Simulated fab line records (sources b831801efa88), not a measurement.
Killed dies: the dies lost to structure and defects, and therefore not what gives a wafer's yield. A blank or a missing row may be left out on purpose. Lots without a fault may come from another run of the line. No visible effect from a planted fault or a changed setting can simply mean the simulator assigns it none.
Matching of chambers	flow sky130	SKY_VIA3_CMP_02 on cmp-02: 4 sister chambers
The step polishes SiO2. 4 wafers are shown with their chamber, then 11 later ones without.

## WAFERS, EACH WITH ITS CHAMBER
wafer	chamber	motor_current_A (A)
L086.4	2	13.5
L089.1	1	11.3
L089.6	3	10.1
L090.4	0	12.3

## WAFERS WITH NO CHAMBER GIVEN
wafer	motor_current_A (A)
L090.5	10.7
L090.6	13.0
L091.2	10.5
L091.5	11.4
L091.6	12.0
L092.3	12.3
L092.4	12.1
L092.5	13.1
L094.2	11.0
L094.5	12.3
L094.6	11.5

## THE CHAMBER EACH PASSED THROUGH
wafer	from the rows above	in truth
L090.5	can't be placed: 3 or 1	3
L090.6	can't be placed: 2 or 0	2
L091.2	can't be placed: 3 or 1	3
L091.5	1	1
L091.6	can't be placed: 0 or 1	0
L092.3	0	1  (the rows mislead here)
L092.4	can't be placed: 0 or 1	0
L092.5	can't be placed: 2 or 0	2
L094.2	can't be placed: 1 or 3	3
L094.5	0	0
L094.6	can't be placed: 1 or 0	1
Correct placement for 2 of the 11. Can't be placed from these rows: 8 (the true chamber is among the candidates in 8). Wrongly placed: 1.
How it was worked out, from the rows above alone: a wafer's distance from a chamber is the root of the sum, over the readings, of the square of ((its reading less the chamber's mean) divided by the reading's scatter). The wafer belongs to the nearest chamber; if the next one is less than 2 further off, it can't be placed. For every chamber, the mean is computed from those of its wafers that are shown. The scatter (one wafer shown for each chamber): square how far every hidden wafer sits from the nearest shown wafer, average those squares and take the square root.
